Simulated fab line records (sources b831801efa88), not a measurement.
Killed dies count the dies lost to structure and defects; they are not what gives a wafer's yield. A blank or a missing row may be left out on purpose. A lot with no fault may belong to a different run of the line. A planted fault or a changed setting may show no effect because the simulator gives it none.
What tool caused it? ; flow gf180mcu ; 39 wafers from 13 lots sampled at 5 of the route's 602 steps

## WHAT EACH GAUGE READ, for each wafer
GF_V1_OVL_MEAS_15.
lot;measured;on;V1_OVL (nm)
L768;day 17 23:48;overlay-02;-9 1 1
L771;day 19 07:48;overlay-01;9 0 5
L772;day 19 13:30;overlay-02;-4 7 -9
L773;day 20 03:37;overlay-01;-12 -8 5
L776;day 21 07:06;overlay-02;0 1 -2
L777;day 21 20:13;overlay-02;4 5 -2
L785;day 24 08:57;overlay-01;-10 -11 -9
L786;day 24 16:27;overlay-02;4 6 3
L787;day 25 00:43;overlay-01;-6 -2 -10
L788;day 25 08:33;overlay-02;-3 0 0
L789;day 25 16:00;overlay-01;-11 -7 -8
L790;day 25 23:16;overlay-01;6 10 2
L791;day 26 02:42;overlay-02;-8 -1 -5

GF_M4_THK_MEAS_06: measures by xrf.
lot;measured;on;M4_ALCU_THK (nm)
L768;day 22 07:20;filmMetro-04;443 445 446
L771;day 23 14:17;filmMetro-04;447 451 447
L772;day 23 19:59;filmMetro-04;451 454 453
L773;day 24 08:57;filmMetro-02;443 449 451
L776;day 25 09:29;filmMetro-02;458 455 456
L777;day 25 21:30;filmMetro-02;454 454 455
L785;day 28 03:35;filmMetro-01;444 440 442
L786;day 28 10:17;filmMetro-01;452 452 449
L787;day 28 19:03;filmMetro-02;458 458 460
L788;day 29 01:48;filmMetro-04;455 457 451
L789;day 29 08:15;filmMetro-04;443 444 443
L790;day 29 15:00;filmMetro-01;445 451 448
L791;day 29 16:29;filmMetro-01;452 451 450

## WHAT TOOL EACH LOT RAN ON (gives the tool, then ch and the chambers of the sampled wafers, and finally the start)
lot;GF_LVPWELL_COAT_02;GF_LVPWELL_STRIP_10;GF_V1_CMP_26
L768;lithoTrack-02 ch 0, day 3 13:20;plasmaAsher-02 ch 0,1, day 3 20:02;cmp-02 ch 0,3, day 18 01:02
L771;lithoTrack-02 ch 0, day 4 07:02;plasmaAsher-04 ch 0,1, day 4 14:16;cmp-02 ch 0,2, day 19 08:59
L772;lithoTrack-04 ch 0, day 4 11:41;plasmaAsher-04 ch 0,1, day 4 19:28;cmp-01 ch 0,1,2, day 19 14:38
L773;lithoTrack-04 ch 0, day 4 17:53;plasmaAsher-04 ch 0,1, day 5 01:40;cmp-01 ch 2,3, day 20 04:44
L776;lithoTrack-04 ch 0, day 5 08:38;plasmaAsher-04 ch 0,1, day 5 16:31;cmp-02 ch 0,2, day 21 08:16
L777;lithoTrack-03 ch 0, day 5 18:04;plasmaAsher-02 ch 0,1, day 6 02:07;cmp-02 ch 0,3, day 21 21:19
L785;lithoTrack-02 ch 0, day 7 13:29;plasmaAsher-04 ch 0,1, day 7 22:16;cmp-02 ch 0,2,3, day 24 10:02
L786;lithoTrack-03 ch 0, day 7 18:29;plasmaAsher-01 ch 1, day 8 03:16;cmp-02 ch 1,3, day 24 17:32
L787;lithoTrack-03 ch 0, day 7 23:01;plasmaAsher-01 ch 0,1, day 8 07:58;cmp-02 ch 0,3, day 25 01:49
L788;lithoTrack-02 ch 0, day 8 05:29;plasmaAsher-04 ch 0,1, day 8 14:40;cmp-01 ch 2,3, day 25 09:43
L789;lithoTrack-03 ch 0, day 8 12:08;plasmaAsher-01 ch 0,1, day 8 21:34;cmp-02 ch 0,1, day 25 17:12
L790;lithoTrack-04 ch 0, day 8 16:55;plasmaAsher-02 ch 0,1, day 9 01:43;cmp-02 ch 0,2,3, day 26 00:30
L791;lithoTrack-04 ch 0, day 8 21:38;plasmaAsher-02 ch 0,1, day 9 06:46;cmp-02 ch 1,2,3, day 26 03:56
- GF_LVPWELL_COAT_02: resist thk 3000 nm.
- GF_LVPWELL_STRIP_10: strips in O2/N2.
- GF_V1_CMP_26: polishes, stops on SiO2, t overpolish 15 s, target thk 0 nm.

## WHAT THE TOOLS THEMSELVES READ (means of the sampled wafers that have a number; where no wafer has one, the mark that the record gives instead)
GF_LVPWELL_COAT_02.
lot;tool;chillPlateTempC (C)
L768;lithoTrack-02;22.96
L771;lithoTrack-02;23.01
L772;lithoTrack-04;23.01
L773;lithoTrack-04;23.14
L776;lithoTrack-04;22.91
L777;lithoTrack-03;23.16
L785;lithoTrack-02;22.95
L786;lithoTrack-03;23.22
L787;lithoTrack-03;23.10
L788;lithoTrack-02;23.05
L789;lithoTrack-03;23.06
L790;lithoTrack-04;22.93
L791;lithoTrack-04;23.00

GF_LVPWELL_STRIP_10.
lot;tool;drypumpMotorCurrentA (A);heaterPowerW (W);oesProductAu (a.u.);stripTimeToEndpointS (s)
L768;plasmaAsher-02;6.2;312;0.724;37.09
L771;plasmaAsher-04;5.8;339;0.719;37.03
L772;plasmaAsher-04;5.9;326;0.720;37.00
L773;plasmaAsher-04;5.9;330;0.721;35.35
L776;plasmaAsher-04;5.9;332;0.719;35.31
L777;plasmaAsher-02;6.0;310;0.727;36.97
L785;plasmaAsher-04;5.9;323;0.719;37.02
L786;plasmaAsher-01;5.3;318;0.715;37.02
L787;plasmaAsher-01;6.2;321;0.721;36.99
L788;plasmaAsher-04;5.9;328;0.722;37.07
L789;plasmaAsher-01;6.3;327;0.723;36.98
L790;plasmaAsher-02;6.0;313;0.725;36.97
L791;plasmaAsher-02;6.3;317;0.721;37.00

GF_V1_CMP_26.
lot;tool;edgeZonePressureFrac;motorCurrentA (A);overpolishRunS (s);platenRpm (rpm);timeToEndpointS (s)
L768;cmp-02;1.002;10.4;14.996;60.04;84.8
L771;cmp-02;1.003;9.4;14.997;60.01;80.1
L772;cmp-01;0.996;11.4;14.993;60.01;82.2
L773;cmp-01;1.004;9.9;15.003;59.99;83.1
L776;cmp-02;1.006;10.4;15.002;59.98;83.3
L777;cmp-02;1.000;10.5;14.991;60.01;82.2
L785;cmp-02;0.999;10.2;15.005;60.02;81.4
L786;cmp-02;1.001;10.2;15.006;60.02;82.7
L787;cmp-02;1.002;10.8;14.999;59.98;83.1
L788;cmp-01;1.000;10.1;15.004;59.98;83.2
L789;cmp-02;1.003;10.9;14.997;60.02;80.7
L790;cmp-02;1.000;10.2;14.997;60.01;82.0
L791;cmp-02;0.998;10.1;15.004;59.99;82.6

## THE ANSWER, worked out from the rows above alone
Rule: the lots themselves supply what counts as usual. Put in order of their means at a reading, lots are off if they are a third of the lots or fewer, leave a main group of 4 or more, and stand apart from it by a gap of 3 or more times the standard deviation of the main group's means; of several such gaps the widest counts. Not used: any main group whose means are identical at the precision the tables above print for the reading. A lot without any number at a reading at which 4 lots or more have one is off too. The other lots that the step has rows for count as sound. After the gauges, taken in route order, come the tools' own readings; for these a lot's mean is taken, as printed above. At the first step where some lot is off, the reading lying furthest off is the one used; lots without a number count as furthest.
Off at GF_LVPWELL_STRIP_10 (stripTimeToEndpointS): L773, L776. For the main group the mean is 37.01 s and the standard deviation 0.037.
If a tool, at that step or one of the process steps before it, ran each lot that is off and ran no sound lot following the first of them, it fits. Not one of the candidates tried fits.

## WHAT HAD BEEN PUT IN BY THE SIMULATOR
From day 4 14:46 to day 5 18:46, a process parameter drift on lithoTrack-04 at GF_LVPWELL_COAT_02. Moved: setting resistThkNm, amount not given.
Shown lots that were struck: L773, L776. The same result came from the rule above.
